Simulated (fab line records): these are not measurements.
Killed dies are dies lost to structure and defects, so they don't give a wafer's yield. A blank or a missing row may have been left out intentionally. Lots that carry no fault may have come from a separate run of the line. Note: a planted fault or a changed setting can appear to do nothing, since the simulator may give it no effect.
A struck lot beside a sound one -- flow sky130 -- 16 steps out of a route of 708
Sound: these wafers, L579.2, L579.3, L579.6. Struck: wafers L581.2, L581.3, L581.4. The cause is given at the end.
For every step that has rows: the tool of each side, followed by ch and its chambers, followed by its first start. Under that, the readings that differ: sound wafers -- struck wafers -- difference of the means -- sigmas: that difference in standard deviations of wafers without a fault.
alike: same words and numbers on both sides, and readings whose means sit less than 2 such deviations apart. not compared: any withheld reading, any reading some wafer has no value for, any bound like >300 that may hide the same value, and any number with overlapping values for which the record gives no deviation.
The two part at a step that has a row with sigmas, a row that says differs or no value, or rows on one side only. When numbers do not overlap yet have no deviation, they are printed without sigmas and do not part them. A reading that every wafer of one side lacks parts them only if that side has two wafers or more.

SKY_SD_N_OVL_MEAS_08:
  sound: overlay-02 at day 29 05:23; struck: overlay-01 at day 29 15:40
  alike: SD_N_OVL
then, 2 steps without rows for these wafers: SKY_SD_N_IMPLANT_09; SKY_SD_N_IMPLANT_10.
SKY_SD_N_STRIP_11: strips in O2/N2.
  sound on plasmaAsher-04 ch 0,1, day 29 05:43; struck on plasmaAsher-04 ch 0,1, day 29 16:00
  alike: drypumpMotorCurrentA, oesProductAu, stripTimeToEndpointS
  not compared: rfHoursCounterH
SKY_SD_N_TW_MEAS_12:
  sound: filmMetro-02 at day 29 05:50; struck: filmMetro-03 at day 29 16:07
  alike: SD_N_TW
then, 1 step without rows for these wafers: SKY_SD_N_CLEAN_13 (cleans in SC1/SC2, time 150 s).
SKY_SD_N_RTA_14: time 2 s.
  sound on rtpAnneal-02 ch 0, day 29 05:57; struck on rtpAnneal-02 ch 0, day 29 16:13
  alike: chamberO2Ppm, lampPowerPct, wafer_temp_C_max
SKY_SD_N_RS_MEAS_16: measures by four-point-probe.
  sound: filmMetro-04 at day 29 06:11; struck: filmMetro-02 at day 29 16:25
  alike: SD_N_RS
SKY_SD_N_RS_MEAS_17: measures by four-point-probe.
  sound: filmMetro-04 at day 29 06:18; struck: filmMetro-02 at day 29 16:32
reading,sound,struck,difference,sigmas
SD_P_RS (ohm/sq),147.0 147.5 147.5,145.9 146.5 146.3,-1.1,-3
SKY_SD_N_RS_MEAS_18: measures by four-point-probe.
  sound: filmMetro-04 at day 29 06:25; struck: filmMetro-02 at day 29 16:39
  alike: RES_XHIGH_RS
then, 1 step without rows for these wafers: SKY_SALICIDE_CLEAN_00 (cleans in HF-last, time 30 s).
SKY_LI_CONTACT_HDPCVD_00: deposits PSG, target thk 930 nm, time 155 s.
  sound on hdpcvd-01 ch 0,1, day 29 06:32; struck on hdpcvd-01 ch 0,1, day 29 16:46
reading,sound,struck,difference,sigmas
sih4FlowSccm (sccm),59.98 59.68 59.97,47.79 47.84 47.98,-12.01,-67
model.PSG_of_LI_CONTACT_HDPCVD_00.thkNm (nm),940.3 926 922.4,742.7 745.4 741.1,-186.5,
SKY_LI_CONTACT_THK_MEAS_01:
  sound: filmMetro-02 at day 29 06:42; struck: filmMetro-03 at day 29 17:09
reading,sound,struck,difference,sigmas
LI_CONTACT_HDPCVD_THK (nm),939 926 922,742 745 741,-186,-24
  not compared: hold
SKY_LI_CONTACT_CMP_02: polishes PSG.
  sound on cmp-02 ch 1,3, day 29 06:48; struck on cmp-02 ch 0,1,3, day 30 00:17
reading,sound,struck,difference,sigmas
hold,- - -,awaitDispo/7.1h/release awaitDispo/7.1h/release awaitDispo/7.1h/release,no value on the sound wafers,
timeToEndpointS (s),33.9 28.7 32.7,13.9 13.0 16.7,-17.2,-7
  alike: motorCurrentA, slurryFilterDpKPa
SKY_LI_CONTACT_BOW_MEAS_03:
  sound: filmMetro-03 at day 29 07:04; struck: filmMetro-04 at day 30 00:37
  alike: LI_CONTACT_BOW
after that, 1 step had no rows for these wafers: SKY_PAD_OPEN_PROBE_99.

## WHERE THEY PART
Last at SKY_LI_CONTACT_CMP_02 as far as this record goes, first at SKY_SD_N_RS_MEAS_17. Later steps at which nothing parts them and some readings are alike: SKY_LI_CONTACT_BOW_MEAS_03.

WHY: the cause the simulator had injected
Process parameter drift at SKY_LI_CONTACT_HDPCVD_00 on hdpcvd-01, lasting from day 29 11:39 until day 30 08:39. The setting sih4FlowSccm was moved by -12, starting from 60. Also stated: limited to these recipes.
